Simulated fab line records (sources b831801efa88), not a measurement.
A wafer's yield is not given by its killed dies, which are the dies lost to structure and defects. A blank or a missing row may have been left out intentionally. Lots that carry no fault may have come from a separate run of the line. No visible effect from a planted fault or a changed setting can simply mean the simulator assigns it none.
Comparing a struck lot with a sound one | flow gf180mcu | 19 steps out of a route of 602
Sound: the wafers L806.1, L806.4, L806.6. Struck: wafers L793.1, L793.2, L793.6. The cause is given at the end.
Each step with rows lists, per side, the tool, then ch with its chambers, then its first start. Under that, the readings that differ: sound wafers | struck wafers | difference of the means | sigmas: that difference in standard deviations of wafers without a fault.
alike: readings whose means differ by less than 2 such deviations, and words and numbers that are the same on both sides. not compared: withheld readings, readings that some wafer has no value for, bounds like >300 that may hide the same value, and numbers for which the record gives no deviation and whose values overlap.
The two part at a step that has a row with sigmas, a row that says differs or no value, or rows on one side only. Numbers that don't overlap but have no deviation are shown without sigmas and don't part them. Lack of a reading on every wafer of one side parts them only where that side has two or more wafers.

GF_MIM_SPUTTER_03: material Ti, target thk 10 nm, time 6.7 s.
  sound: pvd_sputter-03 at day 29 19:35; struck: pvd_sputter-02 at day 25 10:42
  alike: throttle_valve_pct
then, 2 steps without rows for these wafers: GF_MIM_SPUTTER_04 (material TiN, target thk 50 nm, time 41.7 s); GF_MIM_CVD_05 (deposits Si3N4, target thk 42 nm, time 29.086 s).
GF_MIM_THK_MEAS_06:
  sound: film_metro-03 at day 29 19:40; struck: film_metro-02 at day 25 10:48
  alike: MIM_CVD_05_THK
GF_MIM_SPUTTER_07: material TiN, target thk 60 nm, time 50 s.
  sound: pvd_sputter-02 at day 29 19:44; struck: pvd_sputter-03 at day 25 10:52
  alike: throttle_valve_pct
GF_MIM_SPUTTER_08: material AlCu, target thk 200 nm, time 10.6 s.
  sound: pvd_sputter-02 at day 29 19:47; struck: pvd_sputter-03 at day 25 10:54
  alike: throttle_valve_pct
GF_MIM_SPUTTER_09: material TiN, target thk 35 nm, time 29.2 s.
  sound: pvd_sputter-02 at day 29 19:48; struck: pvd_sputter-03 at day 25 10:55
  alike: throttle_valve_pct
GF_MIM_RS_MEAS_10: measures by four-point-probe.
  sound: film_metro-02 at day 29 19:50; struck: film_metro-03 at day 25 10:58
  reading              | sound                | struck               | difference | sigmas
  MIM_ALCU_RS (ohm/sq) | 0.1593 0.1585 0.1589 | 0.1615 0.1640 0.1642 | +0.0043    | +2
GF_MIM_THK_MEAS_11: measures by xrf.
  sound: film_metro-02 at day 29 19:57; struck: film_metro-03 at day 25 11:05
  reading           | sound             | struck            | difference | sigmas
  MIM_ALCU_THK (nm) | 203.1 205.2 202.7 | 200.5 198.6 197.8 | -4.7       | -2
then, 3 steps without rows for these wafers: GF_MIM_DEHYDRATE_12 (time 60 s); GF_MIM_HMDS_13 (prime time 60 s); GF_MIM_COAT_14 (resist thk 1000 nm).
GF_MIM_SOFTBAKE_15: time 60 s.
  sound on litho_track-01 ch 0, day 30 05:11; struck on litho_track-03 ch 0, day 25 20:50
  reading                  | sound             | struck            | difference | sigmas
  heater_power_total_W (W) | 56.62 56.60 56.65 | 58.61 58.54 58.61 | +1.96      | +47
  plate_temp_C (C)         | 89.79 90.00 89.83 | 92.06 92.23 92.14 | +2.27      | +17
  not compared: model.NOVOLAK_of_MIM_COAT_14.thk_nm
then, 3 steps without rows for these wafers: GF_MIM_EXPOSE_16 (exposes mask FuseTop, target cd 2000 nm); GF_MIM_PEB_17; GF_MIM_DEVELOP_18 (develop time 60 s).
GF_MIM_METAL_ETCH_19: etches the open film in Cl2/BCl3, stops on Si3N4, target depth 324.5 nm, time 54.1 s.
  sound on rie_metal-03 ch 0,1, day 30 13:47; struck on rie_metal-01 ch 0,1, day 26 07:29
  reading                      | sound          | struck         | difference | sigmas
  he_backside_leak_sccm (sccm) | 3.39 5.10 2.84 | 3.03 3.05 3.28 | -0.66      | -3
  alike: drypump_motor_current_A, oes_product_au, throttle_valve_pct
  not compared: rf_hours_counter_h, model.NOVOLAK_of_MIM_COAT_14.thk_nm
GF_MIM_STRIP_20: strips in O2/N2.
  sound on plasma_asher-03 ch 0,1, day 30 13:51; struck on plasma_asher-04 ch 0,1, day 26 07:33
  reading               | sound             | struck            | difference | sigmas
  oes_product_au (a.u.) | 0.693 0.687 0.681 | 0.700 0.696 0.697 | +0.011     | +2
  alike: drypump_motor_current_A, heater_power_w, n2_flow_sccm, strip_time_to_endpoint_s
  not compared: rf_hours_counter_h
-- the record jumps here: 4 days lie between the struck wafers' starts before and after (it left off in module MIM and takes up again in module PASSIVATION, whose first step shown is number 602 of the route) --
GF_PASSIVATION_PROBE_99:
  the record has rows for the struck wafers here (prober-02, day 29 22:23) and none for the sound ones

== WHERE THEY PART ==
Earliest at GF_MIM_RS_MEAS_10; latest, in this record, at GF_PASSIVATION_PROBE_99.

WHY: the cause the simulator had injected
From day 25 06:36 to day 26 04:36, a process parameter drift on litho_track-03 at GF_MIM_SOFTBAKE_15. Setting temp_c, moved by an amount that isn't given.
